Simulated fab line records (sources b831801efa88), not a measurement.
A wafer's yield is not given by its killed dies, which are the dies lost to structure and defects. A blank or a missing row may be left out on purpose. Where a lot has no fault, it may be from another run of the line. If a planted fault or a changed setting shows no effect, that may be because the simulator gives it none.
A struck lot beside a sound one + flow sky130 + 15 out of 708 route steps
Sound: the wafers L981.4, L981.5, L981.6. Struck: wafers L986.3, L986.4. (L986.6 of the same lot was not struck and is left out.) The cause comes at the end.
Order at every step that has rows: each side's tool, ch and its chambers, its first start. Under that, the readings that differ: sound wafers + struck wafers + difference of the means + sigmas: that difference in standard deviations of wafers without a fault.
alike: words and numbers the same on both sides, and readings whose means are apart by under 2 such deviations; not compared: readings that were withheld, readings missing a value for some wafer, numbers with overlapping values and no deviation given by the record, and bounds like >300 which may hide the same value.
The two part at a step that has a row with sigmas, a row that says differs or no value, or rows on one side only. Numbers that don't overlap but have no deviation are shown without sigmas and don't part them. Lack of a reading on every wafer of one side parts them only where that side has two or more wafers.

SKY_METAL2_STRIP_20: strips in O2/N2.
  sound on plasmaAsher-01 ch 0,1, day 38 19:23; struck on plasmaAsher-01 ch 0,1, day 40 03:22
  alike: drypumpMotorCurrentA, oesProductAu, stripTimeToEndpointS
  not compared: rfHoursCounterH
then, 4 steps without rows for these wafers: SKY_METAL2_STRIP_21 (strips in post etch residue remover, time 1200 s); SKY_METAL2_CLEAN_22 (cleans in IPA, time 180 s); SKY_METAL2_CLEAN_23 (cleans in O3/DIW); SKY_VIA2_HDPCVD_00 (deposits SiO2, target thk 1180 nm, time 196.7 s).
SKY_VIA2_THK_MEAS_01:
  sound on filmMetro-03 at day 38 20:06; struck on filmMetro-03 at day 40 04:04
| reading              | sound          | struck    | difference | sigmas |
|----------------------|----------------|-----------|------------|--------|
| VIA2_HDPCVD_THK (nm) | 1157 1155 1142 | 1192 1189 | +39        | +3     |
SKY_VIA2_CMP_02: polishes SiO2.
  sound on cmp-01 ch 0,3, day 38 20:11; struck on cmp-01 ch 0,2, day 40 04:10
  alike: motorCurrentA, slurryFilterDpKPa
SKY_VIA2_BOW_MEAS_03:
  sound on filmMetro-04 at day 38 20:29; struck on filmMetro-01 at day 40 04:27
  alike: VIA2_BOW
then, 4 steps without rows for these wafers: SKY_VIA2_DEHYDRATE_04 (time 60 s); SKY_VIA2_HMDS_05 (prime time 60 s); SKY_VIA2_COAT_06 (resist thk 60 nm); SKY_VIA2_COAT_07 (resist thk 450 nm).
SKY_VIA2_SOFTBAKE_08: time 90 s.
  sound on lithoTrack-02 ch 0, day 39 08:00; struck on lithoTrack-02 ch 0, day 40 16:00
| reading        | sound                | struck        | difference | sigmas |
|----------------|----------------------|---------------|------------|--------|
| runLengthS (s) | 118.99 119.18 119.04 | 124.85 124.48 | +5.59      | +47    |
  alike: heaterPowerTotalW
then, 1 step without rows for these wafers: SKY_VIA2_EXPOSE_09 (exposes mask VIM2, target cd 200 nm).
-- the record jumps here: 9 days lie between the struck wafers' starts before and after (it left off in module VIA2 and takes up again in module PAD_OPEN, whose first step shown is number 708 of the route) --
SKY_PAD_OPEN_PROBE_99:
  sound on prober-02 at day 48 15:17; struck on prober-01 at day 49 13:59
| reading          | sound    | struck | difference | sigmas |
|------------------|----------|--------|------------|--------|
| killedAtFrontEnd | 24 20 23 | 11 14  | -10        | -2     |
  alike: defectLimitedYield, killed_at_M0_to_M3, killed_at_M4_up, killedAtContacts, killedAtOther, killedDies, killedOpen, killedShort, sort_bin_3_pad_short, sort_bin_5_function, sort_bin_6_memory, sortNPass, sortYieldPct

## WHERE THEY PART
First at SKY_VIA2_THK_MEAS_01; last, within this record, at SKY_PAD_OPEN_PROBE_99.

WHY: whatever the simulator had introduced
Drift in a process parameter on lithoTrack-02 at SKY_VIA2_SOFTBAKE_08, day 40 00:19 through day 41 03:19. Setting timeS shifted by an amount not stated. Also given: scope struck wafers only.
